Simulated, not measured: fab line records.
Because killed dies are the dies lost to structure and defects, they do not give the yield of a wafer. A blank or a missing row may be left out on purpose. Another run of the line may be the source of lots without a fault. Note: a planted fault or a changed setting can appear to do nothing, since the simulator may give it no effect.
fab line records    flow sky130
record: lots: 12  wafers: 36  last-day: 50
route steps=708 shown NWELL@67 SONOS_ONO@186 SD_N@354 LI_CONTACT@364
lots that met no fault: taken from a fault-free run of the same line
start-h: the number of hours between the record's first day and the start of the first shown wafer of the lot    wait-h: how many hours have passed since the lot's step before this one    " same as the row above    L1.1+2: one row covering several wafers at once    - no value, or no start given    * or withheld: withheld    < > ~ a bound
route shown NAME@n: a module of which the file shows steps, and the number in the route of the first    usual: the fault-free wafers' mean and standard deviation    same: alike in all rows    chamber/n: place in a boat    sites: each site's reading    _std_site: standard deviation of those values    _edge_site: mean of outer sites minus mean of inner sites    radius-mm: how far each site lies from the wafer's centre    mask NAME#n: copy n    behind: the most recent tool/chamber to have shaped the wafer    hold: the reason the lot was held/the length of the hold in hours/how it ended    device: which transistor (n, p or np) failed to switch    end of line: the same wafers' tests at the end of the route    a step with no rows: only its recipe    killed: not the wafer's yield, but the dies lost to structure and defects at the first sort    map: a wafer's dies, x killed, . not, _ none there
set.NAME: the setting the step ran with; set.NAME@STEP: the setting that earlier step ran with    model.NAME: the simulator's own value behind a step, which no gauge read
one table for each step of the route and one row for each wafer, over a sample of lots
services: from which hour (start-h, from the record's first day; less than 0 if before it) a tool's chamber was out of use, for how many hours, and why
== steps ==
step: SKY_NWELL_STRIP_14
recipe: chemistry: O2/N2  power-w: 1400  pressure-mtorr: 1500  platen-temp-c: withheld  o2-flow-sccm: 3000  n2-flow-sccm: 300  overash-fraction: 0.5
usual: chamber-pressure-mTorr: 1500.2/1.4  drypump-motor-current-A: 5.42/0.3  o2-flow-sccm: 3000/9.1  oes-product-au: 0.722/0.0044  strip-time-to-endpoint-s: 36.91/0.096
lot.wafer  tool             chamber  start-h  wait-h  chamber-pressure-mTorr  drypump-motor-current-A  o2-flow-sccm  oes-product-au  rf-hours-counter-h  strip-time-to-endpoint-s
L346.1     plasma-asher-04  0        87.05    0.1     1501.1                  5.10                     3004          0.724           27                  36.98
L346.2     "                1        "        "       1500.1                  5.66                     3002          0.719           27                  36.93
L346.6     "                0        "        "       1501.7                  5.10                     3003          0.722           -                   37.05
L347.1     plasma-asher-01  0        90.92    0.1     1497.8                  5.58                     3003          0.722           40                  36.75
L347.2     "                1        "        "       1500.5                  5.19                     3019          0.731           40                  37.00
L347.6     "                1        "        "       1499.3                  5.19                     3014          0.722           -                   36.85
L349.1     plasma-asher-04  0        105.41   0.1     1502.9                  5.08                     2992          0.724           29                  36.71
L349.2     "                1        "        "       1500.3                  5.64                     3013          0.728           29                  36.87
L349.6     "                0        "        "       1500.0                  5.06                     2997          0.720           -                   36.79
L353.2     plasma-asher-02  1        127.46   0.1     1500.9                  5.89                     3008          0.710           43                  36.97
L353.3     "                0        "        "       1499.7                  5.14                     3001          0.725           -                   36.88
L353.4     "                1        "        "       1501.5                  5.87                     2996          0.724           -                   36.87
L354.1     plasma-asher-04  0        129.37   0.1     1499.7                  5.06                     2989          0.717           31                  36.91
L354.2     "                1        "        "       1501.4                  5.67                     2983          0.726           31                  36.95
L354.5     "                0        "        "       1500.7                  5.09                     2992          0.719           -                   36.85
L356.1     plasma-asher-02  0        146.35   0.1     1499.8                  5.15                     2993          0.721           45                  36.95
L356.4     "                0        "        "       1499.1                  5.16                     3004          0.729           -                   36.96
L356.6     "                0        "        "       1498.9                  5.17                     3002          0.730           -                   36.71
L357.1     plasma-asher-02  1        154.10   0.1     1502.4                  5.86                     3000          0.723           46                  36.96
L357.2     "                0        "        "       1499.9                  5.13                     2994          0.721           46                  36.88
L357.3     "                0        "        "       1499.3                  5.14                     3001          0.722           -                   36.87
L358.1     plasma-asher-02  1        157.70   0.1     1499.8                  5.88                     2994          0.721           46                  36.90
L358.4     "                0        "        "       1500.8                  5.11                     2999          0.722           -                   36.87
L358.6     "                1        "        "       1500.4                  5.89                     2991          0.717           -                   36.87
L359.1     plasma-asher-04  1        171.46   0.1     1500.9                  5.67                     3005          0.720           37                  36.86
L359.2     "                0        "        "       1501.3                  5.06                     3002          0.724           37                  36.86
L359.6     "                0        "        "       1500.5                  5.05                     2994          0.729           -                   36.83
L360.1     plasma-asher-02  0        176.50   0.1     1499.9                  5.12                     3002          0.725           49                  36.87
L360.3     "                0        "        "       1498.2                  5.13                     3015          0.721           -                   36.81
L360.4     "                1        "        "       1498.5                  5.88                     2996          0.723           -                   36.91
L368.2     plasma-asher-01  1        214.10   0.1     1500.4                  5.22                     3000          0.718           50                  36.93
L368.4     "                0        "        "       1500.6                  5.54                     2992          0.727           -                   36.82
L368.6     "                0        "        "       1500.5                  5.56                     3014          0.724           -                   36.96
L369.1     plasma-asher-01  1        219.61   0.1     1501.2                  5.18                     3013          0.720           51                  36.82
L369.2     "                0        "        "       1501.1                  5.57                     3016          0.722           51                  36.90
L369.6     "                1        "        "       1499.7                  5.19                     3010          0.716           -                   36.89
step: SKY_SONOS_ONO_WET_ETCH_18
recipe: chemistry: H3PO4  target-depth-nm: 15  target: Si3N4  temp-c: 160  time-s: 172
usual: run-length-s: 200/3.9
lot.wafer  tool          chamber  start-h  wait-h  run-length-s
L346.1     wet-bench-04  2        281.99   0.1     203
L346.2     "             2        "        "       203
L346.6     "             2        "        "       203
L347.1     wet-bench-02  1        290.54   0.1     195
L347.2     "             1        "        "       195
L347.6     "             1        "        "       195
L349.1     wet-bench-01  3        307.15   0.1     196
L349.2     "             3        "        "       196
L349.6     "             3        "        "       196
L353.2     wet-bench-02  1        340.40   0.1     196
L353.3     "             1        "        "       196
L353.4     "             1        "        "       196
L354.1     wet-bench-01  2        345.70   0.1     198
L354.2     "             2        "        "       198
L354.5     "             2        "        "       198
L356.1     wet-bench-04  2        366.70   0.1     202
L356.4     "             2        "        "       202
L356.6     "             2        "        "       202
L357.1     wet-bench-01  0        374.95   0.1     198
L357.2     "             0        "        "       198
L357.3     "             0        "        "       198
L358.1     wet-bench-01  2        385.85   0.1     198
L358.4     "             2        "        "       198
L358.6     "             2        "        "       198
L359.1     wet-bench-01  2        403.26   0.1     224
L359.2     "             2        "        "       224
L359.6     "             2        "        "       224
L360.1     wet-bench-02  2        405.28   0.1     205
L360.3     "             2        "        "       205
L360.4     "             2        "        "       205
L368.2     wet-bench-04  1        463.49   0.1     205
L368.4     "             1        "        "       205
L368.6     "             1        "        "       205
L369.1     wet-bench-02  3        469.36   0.1     197
L369.2     "             3        "        "       197
L369.6     "             3        "        "       197
step: SKY_SD_N_TW_MEAS_12
usual: SD_N_TW: 3971/30
lot.wafer  tool           chamber  start-h  wait-h  SD_N_TW
L346.1     film-metro-03  -        646.79   0.1     3947
L346.2     "              -        "        "       3928
L346.6     "              -        "        "       3951
L347.1     film-metro-04  -        657.62   0.1     3995
L347.2     "              -        "        "       3983
L347.6     "              -        "        "       3975
L349.1     film-metro-03  -        675.44   0.1     3922
L349.2     "              -        "        "       3931
L349.6     "              -        "        "       3936
L353.2     film-metro-03  -        704.20   0.1     3915
L353.3     "              -        "        "       3930
L353.4     "              -        "        "       3926
L354.1     film-metro-04  -        736.49   0.1     3973
L354.2     "              -        "        "       3999
L354.5     "              -        "        "       3988
L356.1     film-metro-03  -        737.59   0.1     3978
L356.4     "              -        "        "       3965
L356.6     "              -        "        "       3982
L357.1     film-metro-04  -        742.27   0.1     4018
L357.2     "              -        "        "       3999
L357.3     "              -        "        "       3989
L358.1     film-metro-04  -        750.67   0.1     4022
L358.4     "              -        "        "       4037
L358.6     "              -        "        "       4014
L359.1     film-metro-04  -        769.39   0.1     3986
L359.2     "              -        "        "       3978
L359.6     "              -        "        "       3974
L360.1     film-metro-03  -        770.77   0.1     3948
L360.3     "              -        "        "       3940
L360.4     "              -        "        "       3928
L368.2     film-metro-04  -        825.55   0.1     4012
L368.4     "              -        "        "       4029
L368.6     "              -        "        "       3997
L369.1     film-metro-01  -        827.07   0.1     3951
L369.2     "              -        "        "       3971
L369.6     "              -        "        "       3962
step: SKY_LI_CONTACT_CMP_02
recipe: material: PSG  down-force-psi: 4  platen-rpm: 60  pad-velocity-m-s: 0.94248
usual: motor-current-A: 12.6/1.2  slurry-filter-dp-kPa: 13.52/0.14  slurry-flow-ml-min: 150.1/0.49  time-to-endpoint-s: 33/3.9
lot.wafer  tool    chamber  start-h  wait-h  motor-current-A  slurry-filter-dp-kPa  slurry-flow-ml-min  time-to-endpoint-s
L346.2     cmp-01  2        647.66   0.1     11.5             13.17                 150.0               33
L346.1     "       0        "        "       13.0             13.69                 150.5               32
L346.6     "       1        "        "       11.5             13.64                 149.8               34
L347.1     cmp-01  3        658.45   0.1     12.3             13.57                 149.8               37
L347.2     "       0        "        "       13.4             13.36                 150.1               32
L347.6     "       3        "        "       11.7             13.72                 149.5               40
L349.2     cmp-02  3        676.26   0.0     13.3             13.57                 150.4               31
L349.1     "       1        "        "       14.4             13.60                 150.1               26
L349.6     "       0        "        "       11.2             13.53                 150.1               30
L353.4     cmp-02  2        705.02   0.0     13.4             13.28                 149.7               33
L353.3     "       0        "        "       11.3             13.70                 150.1               35
L353.2     "       1        "        "       14.2             13.75                 149.1               27
L354.1     cmp-01  0        737.37   0.1     12.9             13.55                 149.2               41
L354.2     "       1        "        "       11.4             13.16                 150.3               35
L354.5     "       3        "        "       11.9             13.50                 149.8               40
L356.4     cmp-01  1        738.47   0.1     10.6             13.64                 149.8               40
L356.1     "       3        "        "       11.9             13.47                 149.8               43
L356.6     "       1        "        "       10.7             13.48                 150.0               34
L357.2     cmp-02  0        743.20   0.0     10.9             13.42                 149.5               31
L357.1     "       1        "        "       13.4             13.39                 150.7               33
L357.3     "       3        "        "       13.2             13.72                 150.1               37
L358.1     cmp-01  3        751.50   0.1     11.7             13.58                 149.3               40
L358.4     "       2        "        "       11.4             13.55                 149.2               36
L358.6     "       3        "        "       12.5             13.57                 149.4               36
L359.2     cmp-02  2        770.27   0.1     13.8             13.57                 149.8               32
L359.1     "       0        "        "       10.2             13.46                 150.0               32
L359.6     "       2        "        "       13.8             13.61                 149.1               34
L360.4     cmp-02  2        771.60   0.0     12.8             13.37                 149.8               32
L360.1     "       3        "        "       12.5             13.42                 150.0               34
L360.3     "       1        "        "       14.1             13.66                 150.4               31
L368.4     cmp-02  3        826.37   0.0     13.7             13.67                 150.1               35
L368.2     "       1        "        "       13.5             13.28                 150.0               28
L368.6     "       3        "        "       13.1             13.59                 150.3               28
L369.2     cmp-01  3        828.15   0.3     12.3             13.42                 149.6               32
L369.1     "       0        "        "       12.8             13.75                 150.6               32
L369.6     "       2        "        "       11.8             13.48                 149.7               30
== services ==
tool    chamber  start-h  hours  kind
cmp-02  -        64.00    4.0    pm
cmp-01  -        68.31    44.7   repair
cmp-02  -        111.15   1.4    repair
cmp-02  -        113.18   3.6    pm
cmp-01  -        119.19   5.1    pm
cmp-01  -        125.55   1.1    repair
cmp-02  -        187.20   3.0    repair
cmp-02  -        206.88   0.8    repair
cmp-01  -        234.91   4.0    pm
cmp-01  -        247.23   3.1    repair
cmp-02  -        284.05   0.5    repair
cmp-02  -        315.71   0.5    repair
cmp-02  -        318.18   0.7    repair
cmp-02  -        321.15   2.7    repair
cmp-01  -        336.63   2.5    repair
cmp-01  -        352.50   4.3    pm
cmp-01  -        372.89   2.0    repair
cmp-02  -        404.25   4.0    pm
cmp-01  -        455.22   1.1    repair
cmp-02  -        468.92   7.1    pm
cmp-01  -        475.04   2.3    repair
cmp-01  -        488.19   5.1    pm
cmp-02  -        493.89   8.6    pm
cmp-01  -        505.60   1.7    repair
== key ==
first-sign: step: SKY_SONOS_ONO_WET_ETCH_18  reading: run-length-s  direction: up  sigmas: 6.4  usual: *  struck: *
effect none on later readings
met-at SKY_SONOS_ONO_WET_ETCH_18
struck-lots L359
tester-left-out L359
not-acting-at SKY_NWELL_STRIP_14,SKY_SD_N_TW_MEAS_12,SKY_LI_CONTACT_CMP_02
onset-between 385.85 403.26
fault: kind: process-parameter-drift  tool: wet-bench-01  chamber: -  onset-h: 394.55  steps: SKY_SONOS_ONO_WET_ETCH_18  channel: time-s  offset: *  shape: step  end-h: 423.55  acts-in: *  stated: *
tester-left-out: of these lots the tester's yield and bins aren't shown, on N5 and GAA mostly nor the transistor test; their killed dies are dies lost to structure and defects alone, not to doping, threshold or leakage, so they don't give the yield
